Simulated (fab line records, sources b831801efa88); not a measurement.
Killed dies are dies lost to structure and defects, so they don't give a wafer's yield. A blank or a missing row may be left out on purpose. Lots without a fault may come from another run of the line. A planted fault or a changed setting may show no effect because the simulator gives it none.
Chamber matching | flow sky130 | SKY_VIA3_CMP_24 on cmp-02: 4 sister chambers
The step polishes, stops on SiO2, t overpolish 20 s, target thk 0 nm. 8 wafers are shown with their chamber, then 7 later ones without.

WAFERS WITH THEIR CHAMBER
wafer  | chamber | time_to_endpoint_s (s) | motor_current_A (A)
L141.2 | 0       | 99                     | 10.4
L145.4 | 1       | 91                     | 11.7
L145.5 | 1       | 92                     | 11.0
L151.1 | 2       | 91                     | 11.1
L151.2 | 3       | 99                     | 10.9
L151.3 | 0       | 97                     | 9.9
L153.3 | 3       | 93                     | 11.2
L153.4 | 2       | 88                     | 10.4

WAFERS WITHOUT THEIR CHAMBER
wafer  | time_to_endpoint_s (s) | motor_current_A (A)
L153.6 | 89                     | 10.0
L157.3 | 87                     | 10.6
L157.5 | 93                     | 10.3
L157.6 | 94                     | 10.6
L163.1 | 98                     | 11.2
L163.2 | 101                    | 9.8
L163.4 | 95                     | 9.9

WHICH CHAMBER EACH WENT THROUGH
wafer  | from the rows above               | in truth
L153.6 | can't be placed: 2 or 1 or 0 or 3 | 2
L157.3 | can't be placed: 2 or 1           | 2
L157.5 | can't be placed: 2 or 0 or 3 or 1 | 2
L157.6 | can't be placed: 3 or 2 or 0 or 1 | 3
L163.1 | can't be placed: 3 or 0 or 1      | 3
L163.2 | 0                                 | 0
L163.4 | can't be placed: 0 or 3 or 2      | 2
Placed correctly: 1 of 7. Can't be placed from these rows: 6 (the true chamber is among the candidates in 6). Placed wrongly: 0.
How it was worked out, from the rows above alone: a wafer's distance from a chamber is the root of the sum, over the readings, of the square of ((its reading less the chamber's mean) divided by the reading's scatter). The wafer belongs to the nearest chamber; if the next one is less than 2 further off, it can't be placed. A chamber's mean is the mean of its shown wafers. The scatter: the root of (the sum of the squares of (reading less its chamber's mean) over the shown wafers, divided by (wafers less chambers)).
